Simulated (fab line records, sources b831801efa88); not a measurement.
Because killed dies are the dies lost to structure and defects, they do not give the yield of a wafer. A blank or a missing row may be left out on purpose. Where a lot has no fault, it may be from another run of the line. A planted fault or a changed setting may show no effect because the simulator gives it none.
fab line records || flow sky130
record: {"lots": 10, "wafers": 28, "last-day": 51}
route steps=708 shown METAL1@438 METAL2@501 VIA2@521
lots that met no fault: taken from a fault-free run of the same line
start-h: hours from the record's opening day to when the first of the lot's shown wafers began || wait-h: hours elapsed since this lot's preceding step || " as in the row above || L1.1+2: one row covering several wafers at once || - either no value or no given start || * or withheld: withheld || < > ~ a bound
route shown NAME@n: NAME is a module with steps in the file, n the number in the route of the first one || usual: mean/standard deviation of fault-free wafers || same: alike in all rows || chamber/n: place in a boat || sites: per-site readings || _std_site: standard deviation across them || _edge_site: the outer-site mean with the inner-site mean subtracted || radius-mm: for every site, how far away it sits from the centre of the wafer || mask NAME#n: copy n || behind: tool/chamber where the wafer was last shaped || hold: the reason the lot was held/the length of the hold in hours/how it ended || device: whichever transistor did not switch (one of n, p or np) || end of line: the tests these same wafers got at the end of their route || a step without rows: its recipe alone || killed: dies lost to structure and defects at the first sort, not the wafer's yield || map: per-die view of a wafer (x killed, . not killed, _ where there is no die)
set.NAME: the setting as run; set.NAME@STEP: as run at that earlier step || model.NAME: the simulator's own value behind a step, which no gauge read
the route's steps for a sample of lots (tables are steps, rows are wafers)
services: the hour from which a tool's chamber was out of use, counted from the record's first day as start-h (under 0 if before that day), plus the number of hours and why
== steps ==
step: SKY_METAL1_SPUTTER_04
recipe: {"material": "TiN", "target-thk-nm": 70, "power-w": 6500, "time-s": 58.3, "chamber-pressure-pa": 0.4}
usual: {"throttle-valve-pct": "29.8/1.2"}
{"lot.wafer": "L570.1", "tool": "pvd-sputter-04", "chamber": "-", "start-h": 772.12, "wait-h": 0.0, "throttle-valve-pct": 28.8}
{"lot.wafer": "L570.3", "tool": "pvd-sputter-04", "chamber": "-", "start-h": 772.12, "wait-h": 0.0, "throttle-valve-pct": 29.8}
{"lot.wafer": "L570.6", "tool": "pvd-sputter-04", "chamber": "-", "start-h": 772.12, "wait-h": 0.0, "throttle-valve-pct": 28.9}
{"lot.wafer": "L571.1", "tool": "pvd-sputter-04", "chamber": "-", "start-h": 783.34, "wait-h": 0.0, "throttle-valve-pct": 30.6}
{"lot.wafer": "L571.4", "tool": "pvd-sputter-04", "chamber": "-", "start-h": 783.34, "wait-h": 0.0, "throttle-valve-pct": 30.1}
{"lot.wafer": "L571.5", "tool": "pvd-sputter-04", "chamber": "-", "start-h": 783.34, "wait-h": 0.0, "throttle-valve-pct": 29.9}
{"lot.wafer": "L572.3", "tool": "pvd-sputter-01", "chamber": "-", "start-h": 783.35, "wait-h": 0.0, "throttle-valve-pct": 31.4}
{"lot.wafer": "L572.4", "tool": "pvd-sputter-01", "chamber": "-", "start-h": 783.35, "wait-h": 0.0, "throttle-valve-pct": 31.2}
{"lot.wafer": "L572.5", "tool": "pvd-sputter-01", "chamber": "-", "start-h": 783.35, "wait-h": 0.0, "throttle-valve-pct": 30.9}
{"lot.wafer": "L573.1", "tool": "pvd-sputter-03", "chamber": "-", "start-h": 792.43, "wait-h": 0.0, "throttle-valve-pct": 29.4}
{"lot.wafer": "L573.4", "tool": "pvd-sputter-03", "chamber": "-", "start-h": 792.43, "wait-h": 0.0, "throttle-valve-pct": 27.7}
{"lot.wafer": "L573.6", "tool": "pvd-sputter-03", "chamber": "-", "start-h": 792.43, "wait-h": 0.0, "throttle-valve-pct": 28.2}
{"lot.wafer": "L581.3", "tool": "pvd-sputter-03", "chamber": "-", "start-h": 865.82, "wait-h": 0.0, "throttle-valve-pct": 30.0}
{"lot.wafer": "L581.6", "tool": "pvd-sputter-03", "chamber": "-", "start-h": 865.82, "wait-h": 0.0, "throttle-valve-pct": 28.3}
{"lot.wafer": "L582.2", "tool": "pvd-sputter-03", "chamber": "-", "start-h": 870.56, "wait-h": 0.0, "throttle-valve-pct": 30.0}
{"lot.wafer": "L582.5", "tool": "pvd-sputter-03", "chamber": "-", "start-h": 870.56, "wait-h": 0.0, "throttle-valve-pct": 29.8}
{"lot.wafer": "L586.2", "tool": "pvd-sputter-03", "chamber": "-", "start-h": 900.08, "wait-h": 0.0, "throttle-valve-pct": 28.0}
{"lot.wafer": "L586.5", "tool": "pvd-sputter-03", "chamber": "-", "start-h": 900.08, "wait-h": 0.0, "throttle-valve-pct": 28.2}
{"lot.wafer": "L586.6", "tool": "pvd-sputter-03", "chamber": "-", "start-h": 900.08, "wait-h": 0.0, "throttle-valve-pct": 27.7}
{"lot.wafer": "L589.1", "tool": "pvd-sputter-01", "chamber": "-", "start-h": 919.48, "wait-h": 0.0, "throttle-valve-pct": 31.1}
{"lot.wafer": "L589.2", "tool": "pvd-sputter-01", "chamber": "-", "start-h": 919.48, "wait-h": 0.0, "throttle-valve-pct": 31.8}
{"lot.wafer": "L589.6", "tool": "pvd-sputter-01", "chamber": "-", "start-h": 919.48, "wait-h": 0.0, "throttle-valve-pct": 31.2}
{"lot.wafer": "L591.4", "tool": "pvd-sputter-04", "chamber": "-", "start-h": 926.99, "wait-h": 0.0, "throttle-valve-pct": 28.8}
{"lot.wafer": "L591.5", "tool": "pvd-sputter-04", "chamber": "-", "start-h": 926.99, "wait-h": 0.0, "throttle-valve-pct": 29.0}
{"lot.wafer": "L591.6", "tool": "pvd-sputter-04", "chamber": "-", "start-h": 926.99, "wait-h": 0.0, "throttle-valve-pct": 29.6}
{"lot.wafer": "L592.1", "tool": "pvd-sputter-03", "chamber": "-", "start-h": 929.27, "wait-h": 0.0, "throttle-valve-pct": 28.1}
{"lot.wafer": "L592.2", "tool": "pvd-sputter-03", "chamber": "-", "start-h": 929.27, "wait-h": 0.0, "throttle-valve-pct": 27.8}
{"lot.wafer": "L592.5", "tool": "pvd-sputter-03", "chamber": "-", "start-h": 929.27, "wait-h": 0.0, "throttle-valve-pct": 28.1}
step: SKY_METAL1_THK_MEAS_06
recipe: {"thk-meas-gauge": "xrf", "reads": "AlCu_of_METAL1_SPUTTER_02"}
usual: {"METAL1_ALCU_THK": "242/3"}
{"lot.wafer": "L570.1", "tool": "film-metro-03", "chamber": "-", "start-h": 772.29, "wait-h": 0.1, "METAL1_ALCU_THK[nm]": 238}
{"lot.wafer": "L570.3", "tool": "film-metro-03", "chamber": "-", "start-h": 772.29, "wait-h": 0.1, "METAL1_ALCU_THK[nm]": 239}
{"lot.wafer": "L570.6", "tool": "film-metro-03", "chamber": "-", "start-h": 772.29, "wait-h": 0.1, "METAL1_ALCU_THK[nm]": 240}
{"lot.wafer": "L571.1", "tool": "film-metro-03", "chamber": "-", "start-h": 783.51, "wait-h": 0.1, "METAL1_ALCU_THK[nm]": 247}
{"lot.wafer": "L571.4", "tool": "film-metro-03", "chamber": "-", "start-h": 783.51, "wait-h": 0.1, "METAL1_ALCU_THK[nm]": 242}
{"lot.wafer": "L571.5", "tool": "film-metro-03", "chamber": "-", "start-h": 783.51, "wait-h": 0.1, "METAL1_ALCU_THK[nm]": 243}
{"lot.wafer": "L572.3", "tool": "film-metro-01", "chamber": "-", "start-h": 783.54, "wait-h": 0.1, "METAL1_ALCU_THK[nm]": 247}
{"lot.wafer": "L572.4", "tool": "film-metro-01", "chamber": "-", "start-h": 783.54, "wait-h": 0.1, "METAL1_ALCU_THK[nm]": 243}
{"lot.wafer": "L572.5", "tool": "film-metro-01", "chamber": "-", "start-h": 783.54, "wait-h": 0.1, "METAL1_ALCU_THK[nm]": 243}
{"lot.wafer": "L573.1", "tool": "film-metro-04", "chamber": "-", "start-h": 792.60, "wait-h": 0.1, "METAL1_ALCU_THK[nm]": 245}
{"lot.wafer": "L573.4", "tool": "film-metro-04", "chamber": "-", "start-h": 792.60, "wait-h": 0.1, "METAL1_ALCU_THK[nm]": 241}
{"lot.wafer": "L573.6", "tool": "film-metro-04", "chamber": "-", "start-h": 792.60, "wait-h": 0.1, "METAL1_ALCU_THK[nm]": 245}
{"lot.wafer": "L581.3", "tool": "film-metro-03", "chamber": "-", "start-h": 866.01, "wait-h": 0.1, "METAL1_ALCU_THK[nm]": 241}
{"lot.wafer": "L581.6", "tool": "film-metro-03", "chamber": "-", "start-h": 866.01, "wait-h": 0.1, "METAL1_ALCU_THK[nm]": 239}
{"lot.wafer": "L582.2", "tool": "film-metro-01", "chamber": "-", "start-h": 870.74, "wait-h": 0.1, "METAL1_ALCU_THK[nm]": 243}
{"lot.wafer": "L582.5", "tool": "film-metro-01", "chamber": "-", "start-h": 870.74, "wait-h": 0.1, "METAL1_ALCU_THK[nm]": 245}
{"lot.wafer": "L586.2", "tool": "film-metro-04", "chamber": "-", "start-h": 900.26, "wait-h": 0.1, "METAL1_ALCU_THK[nm]": 234}
{"lot.wafer": "L586.5", "tool": "film-metro-04", "chamber": "-", "start-h": 900.26, "wait-h": 0.1, "METAL1_ALCU_THK[nm]": 236}
{"lot.wafer": "L586.6", "tool": "film-metro-04", "chamber": "-", "start-h": 900.26, "wait-h": 0.1, "METAL1_ALCU_THK[nm]": 244}
{"lot.wafer": "L589.1", "tool": "film-metro-03", "chamber": "-", "start-h": 919.65, "wait-h": 0.1, "METAL1_ALCU_THK[nm]": 240}
{"lot.wafer": "L589.2", "tool": "film-metro-03", "chamber": "-", "start-h": 919.65, "wait-h": 0.1, "METAL1_ALCU_THK[nm]": 238}
{"lot.wafer": "L589.6", "tool": "film-metro-03", "chamber": "-", "start-h": 919.65, "wait-h": 0.1, "METAL1_ALCU_THK[nm]": 243}
{"lot.wafer": "L591.4", "tool": "film-metro-04", "chamber": "-", "start-h": 927.19, "wait-h": 0.1, "METAL1_ALCU_THK[nm]": 242}
{"lot.wafer": "L591.5", "tool": "film-metro-04", "chamber": "-", "start-h": 927.19, "wait-h": 0.1, "METAL1_ALCU_THK[nm]": 243}
{"lot.wafer": "L591.6", "tool": "film-metro-04", "chamber": "-", "start-h": 927.19, "wait-h": 0.1, "METAL1_ALCU_THK[nm]": 244}
{"lot.wafer": "L592.1", "tool": "film-metro-03", "chamber": "-", "start-h": 929.44, "wait-h": 0.1, "METAL1_ALCU_THK[nm]": 237}
{"lot.wafer": "L592.2", "tool": "film-metro-03", "chamber": "-", "start-h": 929.44, "wait-h": 0.1, "METAL1_ALCU_THK[nm]": 245}
{"lot.wafer": "L592.5", "tool": "film-metro-03", "chamber": "-", "start-h": 929.44, "wait-h": 0.1, "METAL1_ALCU_THK[nm]": 242}
step: SKY_METAL2_ETCH_18
recipe: {"chemistry": "N2/H2", "target": "BARC", "ion-energy-ev": 200, "bias-w": 100, "pressure-mtorr": 30, "n2-flow-sccm": 100, "h2-flow-sccm": 200, "icp-w": 500, "stop-on": "SiO2", "time-s": 45.9, "target-depth-a": 600}
usual: {"drypump-motor-current-A": "5.6/0.35", "oes-product-au": "0.856/0.0048", "run-length-s": "74.3/0.84", "throttle-valve-pct": "13.225/0.0087"}
{"lot.wafer": "L570.1", "tool": "rie-metal-01", "chamber": 1, "start-h": 856.30, "wait-h": 0.0, "drypump-motor-current-A": 5.4, "oes-product-au": 0.854, "rf-hours-counter-h": 10, "run-length-s": 74.0, "throttle-valve-pct": 13.214}
{"lot.wafer": "L570.3", "tool": "rie-metal-01", "chamber": 0, "start-h": 856.30, "wait-h": 0.0, "drypump-motor-current-A": 6.1, "oes-product-au": 0.860, "rf-hours-counter-h": "-", "run-length-s": 74.0, "throttle-valve-pct": 13.218}
{"lot.wafer": "L570.6", "tool": "rie-metal-01", "chamber": 0, "start-h": 856.30, "wait-h": 0.0, "drypump-motor-current-A": 6.2, "oes-product-au": 0.855, "rf-hours-counter-h": "-", "run-length-s": 74.2, "throttle-valve-pct": 13.219}
{"lot.wafer": "L572.3", "tool": "rie-metal-01", "chamber": 1, "start-h": 867.11, "wait-h": 0.1, "drypump-motor-current-A": 5.4, "oes-product-au": 0.859, "rf-hours-counter-h": "-", "run-length-s": 73.9, "throttle-valve-pct": 13.222}
{"lot.wafer": "L572.4", "tool": "rie-metal-01", "chamber": 1, "start-h": 867.11, "wait-h": 0.1, "drypump-motor-current-A": 5.4, "oes-product-au": 0.854, "rf-hours-counter-h": "-", "run-length-s": 74.0, "throttle-valve-pct": 13.218}
{"lot.wafer": "L572.5", "tool": "rie-metal-01", "chamber": 1, "start-h": 867.11, "wait-h": 0.1, "drypump-motor-current-A": 5.4, "oes-product-au": 0.850, "rf-hours-counter-h": "-", "run-length-s": 74.3, "throttle-valve-pct": 13.216}
{"lot.wafer": "L571.1", "tool": "rie-metal-04", "chamber": 0, "start-h": 868.33, "wait-h": 0.0, "drypump-motor-current-A": 5.3, "oes-product-au": 0.850, "rf-hours-counter-h": 2, "run-length-s": 74.0, "throttle-valve-pct": 13.203}
{"lot.wafer": "L571.4", "tool": "rie-metal-04", "chamber": 0, "start-h": 868.33, "wait-h": 0.0, "drypump-motor-current-A": 5.3, "oes-product-au": 0.857, "rf-hours-counter-h": "-", "run-length-s": 73.5, "throttle-valve-pct": 13.211}
{"lot.wafer": "L571.5", "tool": "rie-metal-04", "chamber": 1, "start-h": 868.33, "wait-h": 0.0, "drypump-motor-current-A": 5.5, "oes-product-au": 0.855, "rf-hours-counter-h": "-", "run-length-s": 73.8, "throttle-valve-pct": 13.221}
{"lot.wafer": "L573.1", "tool": "rie-metal-01", "chamber": 1, "start-h": 876.16, "wait-h": 0.1, "drypump-motor-current-A": 5.4, "oes-product-au": 0.857, "rf-hours-counter-h": 11, "run-length-s": 74.3, "throttle-valve-pct": 13.232}
{"lot.wafer": "L573.4", "tool": "rie-metal-01", "chamber": 1, "start-h": 876.16, "wait-h": 0.1, "drypump-motor-current-A": 5.4, "oes-product-au": 0.866, "rf-hours-counter-h": "-", "run-length-s": 73.9, "throttle-valve-pct": 13.229}
{"lot.wafer": "L573.6", "tool": "rie-metal-01", "chamber": 1, "start-h": 876.16, "wait-h": 0.1, "drypump-motor-current-A": 5.4, "oes-product-au": 0.858, "rf-hours-counter-h": "-", "run-length-s": 73.8, "throttle-valve-pct": 13.233}
{"lot.wafer": "L581.3", "tool": "rie-metal-01", "chamber": 1, "start-h": 946.02, "wait-h": 0.0, "drypump-motor-current-A": 5.3, "oes-product-au": 0.858, "rf-hours-counter-h": "-", "run-length-s": 74.3, "throttle-valve-pct": 13.228}
{"lot.wafer": "L581.6", "tool": "rie-metal-01", "chamber": 1, "start-h": 946.02, "wait-h": 0.0, "drypump-motor-current-A": 5.3, "oes-product-au": 0.860, "rf-hours-counter-h": "-", "run-length-s": 73.7, "throttle-valve-pct": 13.220}
{"lot.wafer": "L582.2", "tool": "rie-metal-01", "chamber": 0, "start-h": 950.83, "wait-h": 0.0, "drypump-motor-current-A": 6.1, "oes-product-au": 0.867, "rf-hours-counter-h": 1, "run-length-s": 74.1, "throttle-valve-pct": 13.236}
{"lot.wafer": "L582.5", "tool": "rie-metal-01", "chamber": 0, "start-h": 950.83, "wait-h": 0.0, "drypump-motor-current-A": 6.2, "oes-product-au": 0.846, "rf-hours-counter-h": "-", "run-length-s": 74.0, "throttle-valve-pct": 13.209}
{"lot.wafer": "L586.2", "tool": "rie-metal-04", "chamber": 0, "start-h": 979.40, "wait-h": 0.0, "drypump-motor-current-A": 5.3, "oes-product-au": 0.837, "rf-hours-counter-h": 7, "run-length-s": 73.5, "throttle-valve-pct": 13.228}
{"lot.wafer": "L586.5", "tool": "rie-metal-04", "chamber": 1, "start-h": 979.40, "wait-h": 0.0, "drypump-motor-current-A": 5.5, "oes-product-au": 0.861, "rf-hours-counter-h": "-", "run-length-s": 74.6, "throttle-valve-pct": 13.224}
{"lot.wafer": "L586.6", "tool": "rie-metal-04", "chamber": 0, "start-h": 979.40, "wait-h": 0.0, "drypump-motor-current-A": 5.3, "oes-product-au": 0.847, "rf-hours-counter-h": "-", "run-length-s": 73.6, "throttle-valve-pct": 13.229}
{"lot.wafer": "L589.1", "tool": "rie-metal-01", "chamber": 0, "start-h": 997.32, "wait-h": 0.0, "drypump-motor-current-A": 6.2, "oes-product-au": 0.853, "rf-hours-counter-h": 3, "run-length-s": 74.3, "throttle-valve-pct": 13.230}
{"lot.wafer": "L589.2", "tool": "rie-metal-01", "chamber": 1, "start-h": 997.32, "wait-h": 0.0, "drypump-motor-current-A": 5.3, "oes-product-au": 0.853, "rf-hours-counter-h": 17, "run-length-s": 74.2, "throttle-valve-pct": 13.232}
{"lot.wafer": "L589.6", "tool": "rie-metal-01", "chamber": 1, "start-h": 997.32, "wait-h": 0.0, "drypump-motor-current-A": 5.3, "oes-product-au": 0.858, "rf-hours-counter-h": "-", "run-length-s": 73.9, "throttle-valve-pct": 13.231}
{"lot.wafer": "L591.4", "tool": "rie-metal-01", "chamber": 1, "start-h": 1004.07, "wait-h": 0.1, "drypump-motor-current-A": 5.3, "oes-product-au": 0.857, "rf-hours-counter-h": "-", "run-length-s": 73.9, "throttle-valve-pct": 13.206}
{"lot.wafer": "L591.5", "tool": "rie-metal-01", "chamber": 1, "start-h": 1004.07, "wait-h": 0.1, "drypump-motor-current-A": 5.3, "oes-product-au": 0.846, "rf-hours-counter-h": "-", "run-length-s": 74.1, "throttle-valve-pct": 13.213}
{"lot.wafer": "L591.6", "tool": "rie-metal-01", "chamber": 1, "start-h": 1004.07, "wait-h": 0.1, "drypump-motor-current-A": 5.3, "oes-product-au": 0.849, "rf-hours-counter-h": "-", "run-length-s": 74.0, "throttle-valve-pct": 13.216}
{"lot.wafer": "L592.1", "tool": "rie-metal-04", "chamber": 1, "start-h": 1006.13, "wait-h": 0.0, "drypump-motor-current-A": 5.5, "oes-product-au": 0.856, "rf-hours-counter-h": 17, "run-length-s": 77.1, "throttle-valve-pct": 13.240}
{"lot.wafer": "L592.2", "tool": "rie-metal-04", "chamber": 0, "start-h": 1006.13, "wait-h": 0.0, "drypump-motor-current-A": 5.3, "oes-product-au": 0.852, "rf-hours-counter-h": 9, "run-length-s": 76.5, "throttle-valve-pct": 13.222}
{"lot.wafer": "L592.5", "tool": "rie-metal-04", "chamber": 1, "start-h": 1006.13, "wait-h": 0.0, "drypump-motor-current-A": 5.5, "oes-product-au": 0.859, "rf-hours-counter-h": "-", "run-length-s": 77.2, "throttle-valve-pct": 13.213}
step: SKY_VIA2_ETCH_14
recipe: {"chemistry": "N2/H2", "target": "BARC", "ion-energy-ev": 200, "source-w": 500, "bias-w": 100, "pressure-mtorr": 30, "n2-flow-sccm": 100, "h2-flow-sccm": 200, "stop-on": "SiO2", "time-s": 45.9, "target-depth-a": 600}
usual: {"drypump-motor-current-A": "5.8/0.46", "oes-product-au": "0.855/0.0052", "run-length-s": "74.1/0.4", "throttle-valve-pct": "13.224/0.0095"}
{"lot.wafer": "L570.1", "tool": "rie-diel-03", "chamber": 1, "start-h": 883.31, "wait-h": 0.0, "drypump-motor-current-A": 5.5, "oes-product-au": 0.853, "rf-hours-counter-h": 12, "run-length-s": 74.2, "throttle-valve-pct": 13.227}
{"lot.wafer": "L570.3", "tool": "rie-diel-03", "chamber": 3, "start-h": 883.31, "wait-h": 0.0, "drypump-motor-current-A": 5.1, "oes-product-au": 0.855, "rf-hours-counter-h": 14, "run-length-s": 74.0, "throttle-valve-pct": 13.208}
{"lot.wafer": "L570.6", "tool": "rie-diel-03", "chamber": 1, "start-h": 883.31, "wait-h": 0.0, "drypump-motor-current-A": 5.5, "oes-product-au": 0.853, "rf-hours-counter-h": "-", "run-length-s": 73.6, "throttle-valve-pct": 13.223}
{"lot.wafer": "L572.3", "tool": "rie-diel-03", "chamber": 0, "start-h": 894.57, "wait-h": 0.0, "drypump-motor-current-A": 6.0, "oes-product-au": 0.860, "rf-hours-counter-h": 16, "run-length-s": 74.7, "throttle-valve-pct": 13.239}
{"lot.wafer": "L572.4", "tool": "rie-diel-03", "chamber": 2, "start-h": 894.57, "wait-h": 0.0, "drypump-motor-current-A": 5.6, "oes-product-au": 0.861, "rf-hours-counter-h": 18, "run-length-s": 73.9, "throttle-valve-pct": 13.229}
{"lot.wafer": "L572.5", "tool": "rie-diel-03", "chamber": 0, "start-h": 894.57, "wait-h": 0.0, "drypump-motor-current-A": 6.0, "oes-product-au": 0.864, "rf-hours-counter-h": "-", "run-length-s": 74.5, "throttle-valve-pct": 13.235}
{"lot.wafer": "L571.1", "tool": "rie-diel-03", "chamber": 1, "start-h": 896.32, "wait-h": 0.0, "drypump-motor-current-A": 5.5, "oes-product-au": 0.855, "rf-hours-counter-h": 12, "run-length-s": 74.2, "throttle-valve-pct": 13.214}
{"lot.wafer": "L571.4", "tool": "rie-diel-03", "chamber": 3, "start-h": 896.32, "wait-h": 0.0, "drypump-motor-current-A": 5.2, "oes-product-au": 0.848, "rf-hours-counter-h": 14, "run-length-s": 74.3, "throttle-valve-pct": 13.233}
{"lot.wafer": "L571.5", "tool": "rie-diel-03", "chamber": 0, "start-h": 896.32, "wait-h": 0.0, "drypump-motor-current-A": 6.0, "oes-product-au": 0.860, "rf-hours-counter-h": "-", "run-length-s": 74.4, "throttle-valve-pct": 13.229}
{"lot.wafer": "L573.1", "tool": "rie-diel-01", "chamber": 2, "start-h": 904.12, "wait-h": 0.0, "drypump-motor-current-A": 6.2, "oes-product-au": 0.858, "rf-hours-counter-h": 6, "run-length-s": 75.2, "throttle-valve-pct": 13.231}
{"lot.wafer": "L573.4", "tool": "rie-diel-01", "chamber": 1, "start-h": 904.12, "wait-h": 0.0, "drypump-motor-current-A": 5.8, "oes-product-au": 0.863, "rf-hours-counter-h": 23, "run-length-s": 74.4, "throttle-valve-pct": 13.225}
{"lot.wafer": "L573.6", "tool": "rie-diel-01", "chamber": 1, "start-h": 904.12, "wait-h": 0.0, "drypump-motor-current-A": 5.8, "oes-product-au": 0.865, "rf-hours-counter-h": "-", "run-length-s": 74.4, "throttle-valve-pct": 13.223}
{"lot.wafer": "L581.3", "tool": "rie-diel-03", "chamber": 0, "start-h": 972.16, "wait-h": 0.0, "drypump-motor-current-A": 6.1, "oes-product-au": 0.855, "rf-hours-counter-h": 19, "run-length-s": 74.4, "throttle-valve-pct": 13.230}
{"lot.wafer": "L581.6", "tool": "rie-diel-03", "chamber": 2, "start-h": 972.16, "wait-h": 0.0, "drypump-motor-current-A": 5.6, "oes-product-au": 0.979, "rf-hours-counter-h": "-", "run-length-s": 67.9, "throttle-valve-pct": 13.220}
{"lot.wafer": "L582.2", "tool": "rie-diel-03", "chamber": 2, "start-h": 977.10, "wait-h": 0.0, "drypump-motor-current-A": 5.6, "oes-product-au": 0.857, "rf-hours-counter-h": 1, "run-length-s": 74.1, "throttle-valve-pct": 13.213}
{"lot.wafer": "L582.5", "tool": "rie-diel-03", "chamber": 1, "start-h": 977.10, "wait-h": 0.0, "drypump-motor-current-A": 5.5, "oes-product-au": 0.976, "rf-hours-counter-h": "-", "run-length-s": 67.6, "throttle-valve-pct": 13.214}
{"lot.wafer": "L586.2", "tool": "rie-diel-01", "chamber": 2, "start-h": 1005.21, "wait-h": 0.0, "drypump-motor-current-A": 6.2, "oes-product-au": 0.857, "rf-hours-counter-h": 9, "run-length-s": 74.8, "throttle-valve-pct": 13.233}
{"lot.wafer": "L586.5", "tool": "rie-diel-01", "chamber": 3, "start-h": 1005.21, "wait-h": 0.0, "drypump-motor-current-A": 6.3, "oes-product-au": 0.852, "rf-hours-counter-h": "-", "run-length-s": 73.7, "throttle-valve-pct": 13.233}
{"lot.wafer": "L586.6", "tool": "rie-diel-01", "chamber": 0, "start-h": 1005.21, "wait-h": 0.0, "drypump-motor-current-A": 5.9, "oes-product-au": 0.852, "rf-hours-counter-h": "-", "run-length-s": 73.5, "throttle-valve-pct": 13.221}
{"lot.wafer": "L589.1", "tool": "rie-diel-01", "chamber": 3, "start-h": 1022.70, "wait-h": 0.0, "drypump-motor-current-A": 6.3, "oes-product-au": 0.851, "rf-hours-counter-h": 16, "run-length-s": 73.7, "throttle-valve-pct": 13.206}
{"lot.wafer": "L589.2", "tool": "rie-diel-01", "chamber": 1, "start-h": 1022.70, "wait-h": 0.0, "drypump-motor-current-A": 5.8, "oes-product-au": 0.851, "rf-hours-counter-h": 1, "run-length-s": 74.6, "throttle-valve-pct": 13.230}
{"lot.wafer": "L589.6", "tool": "rie-diel-01", "chamber": 2, "start-h": 1022.70, "wait-h": 0.0, "drypump-motor-current-A": 6.2, "oes-product-au": 0.864, "rf-hours-counter-h": "-", "run-length-s": 74.8, "throttle-valve-pct": 13.226}
{"lot.wafer": "L591.4", "tool": "rie-diel-04", "chamber": 1, "start-h": 1028.27, "wait-h": 0.0, "drypump-motor-current-A": 6.5, "oes-product-au": 0.848, "rf-hours-counter-h": 9, "run-length-s": 74.2, "throttle-valve-pct": 13.227}
{"lot.wafer": "L591.5", "tool": "rie-diel-04", "chamber": 1, "start-h": 1028.27, "wait-h": 0.0, "drypump-motor-current-A": 6.5, "oes-product-au": 0.848, "rf-hours-counter-h": "-", "run-length-s": 74.2, "throttle-valve-pct": 13.225}
{"lot.wafer": "L591.6", "tool": "rie-diel-04", "chamber": 2, "start-h": 1028.27, "wait-h": 0.0, "drypump-motor-current-A": 6.5, "oes-product-au": 0.855, "rf-hours-counter-h": "-", "run-length-s": 73.2, "throttle-valve-pct": 13.207}
{"lot.wafer": "L592.1", "tool": "rie-diel-04", "chamber": 3, "start-h": 1031.16, "wait-h": 0.0, "drypump-motor-current-A": 4.9, "oes-product-au": 0.854, "rf-hours-counter-h": 5, "run-length-s": 74.1, "throttle-valve-pct": 13.222}
{"lot.wafer": "L592.2", "tool": "rie-diel-04", "chamber": 1, "start-h": 1031.16, "wait-h": 0.0, "drypump-motor-current-A": 6.5, "oes-product-au": 0.852, "rf-hours-counter-h": 9, "run-length-s": 74.4, "throttle-valve-pct": 13.220}
{"lot.wafer": "L592.5", "tool": "rie-diel-04", "chamber": 0, "start-h": 1031.16, "wait-h": 0.0, "drypump-motor-current-A": 6.7, "oes-product-au": 0.847, "rf-hours-counter-h": "-", "run-length-s": 73.8, "throttle-valve-pct": 13.223}
== services ==
{"tool": "pvd-sputter-01", "chamber": "-", "start-h": 752.03, "hours": 0.8, "kind": "repair"}
{"tool": "pvd-sputter-01", "chamber": "-", "start-h": 754.70, "hours": 7.4, "kind": "repair"}
{"tool": "rie-diel-04", "chamber": 1, "start-h": 759.73, "hours": 6.2, "kind": "repair"}
{"tool": "rie-diel-03", "chamber": "-", "start-h": 796.17, "hours": 4.5, "kind": "repair"}
{"tool": "pvd-sputter-04", "chamber": "-", "start-h": 823.17, "hours": 5.8, "kind": "repair"}
{"tool": "rie-diel-01", "chamber": 2, "start-h": 847.22, "hours": 11.1, "kind": "repair"}
{"tool": "rie-metal-01", "chamber": 0, "start-h": 856.64, "hours": 13.8, "kind": "repair"}
{"tool": "rie-diel-03", "chamber": 2, "start-h": 862.19, "hours": 1.9, "kind": "repair"}
{"tool": "rie-diel-04", "chamber": "-", "start-h": 867.07, "hours": 2.8, "kind": "pm"}
{"tool": "pvd-sputter-03", "chamber": "-", "start-h": 868.93, "hours": 1.1, "kind": "repair"}
{"tool": "rie-metal-01", "chamber": 0, "start-h": 874.16, "hours": 21.6, "kind": "repair"}
{"tool": "rie-diel-04", "chamber": 1, "start-h": 890.49, "hours": 6.2, "kind": "repair"}
{"tool": "rie-diel-01", "chamber": "-", "start-h": 890.82, "hours": 0.4, "kind": "repair"}
{"tool": "rie-diel-04", "chamber": 2, "start-h": 891.64, "hours": 1.2, "kind": "repair"}
{"tool": "rie-metal-01", "chamber": "-", "start-h": 905.16, "hours": 0.8, "kind": "repair"}
{"tool": "rie-metal-01", "chamber": 0, "start-h": 908.80, "hours": "-", "kind": "clean"}
{"tool": "rie-diel-01", "chamber": 1, "start-h": 926.73, "hours": 12.8, "kind": "repair"}
{"tool": "rie-metal-01", "chamber": "-", "start-h": 980.78, "hours": 15.6, "kind": "pm"}
{"tool": "rie-diel-04", "chamber": "-", "start-h": 995.91, "hours": 28.1, "kind": "pm"}
{"tool": "rie-metal-01", "chamber": 0, "start-h": 1003.49, "hours": 132.3, "kind": "repair"}
{"tool": "rie-metal-04", "chamber": 0, "start-h": 1008.53, "hours": 18.8, "kind": "repair"}
{"tool": "pvd-sputter-03", "chamber": "-", "start-h": 1019.54, "hours": 3.4, "kind": "repair"}
{"tool": "rie-metal-01", "chamber": "-", "start-h": 1024.85, "hours": 2.8, "kind": "pm"}
{"tool": "rie-metal-01", "chamber": "-", "start-h": 1028.09, "hours": 14.6, "kind": "pm"}
== key ==
first-sign: {"step": "SKY_VIA2_ETCH_14", "reading": "oes-product-au", "direction": "up", "sigmas": 23, "usual": 0.855, "struck": 0.977}
effect: {"step": "SKY_VIA2_ETCH_14", "reading": "run-length-s", "direction": "down", "sigmas": 16, "usual": "*", "struck": "*"}
met-at SKY_VIA2_ETCH_14
struck-lots L581,L582
struck-wafers L581.6,L582.5
sort-left-out L581.6,L582.5
not-acting-at SKY_METAL1_SPUTTER_04,SKY_METAL1_THK_MEAS_06,SKY_METAL2_ETCH_18
onset-between 896.32 972.16
fault: {"kind": "process-parameter-drift", "tool": "rie-diel-03", "chamber": "-", "onset-h": 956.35, "steps": "SKY_VIA2_ETCH_14", "channel": "time-s", "offset": "*", "shape": "step", "end-h": 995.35, "scope": "struck-wafers-only", "acts-in": "*", "stated": "*"}
sort-left-out: the simulated sort isn't trusted on such a fault, so these wafers' sort isn't shown, and their yield isn't known
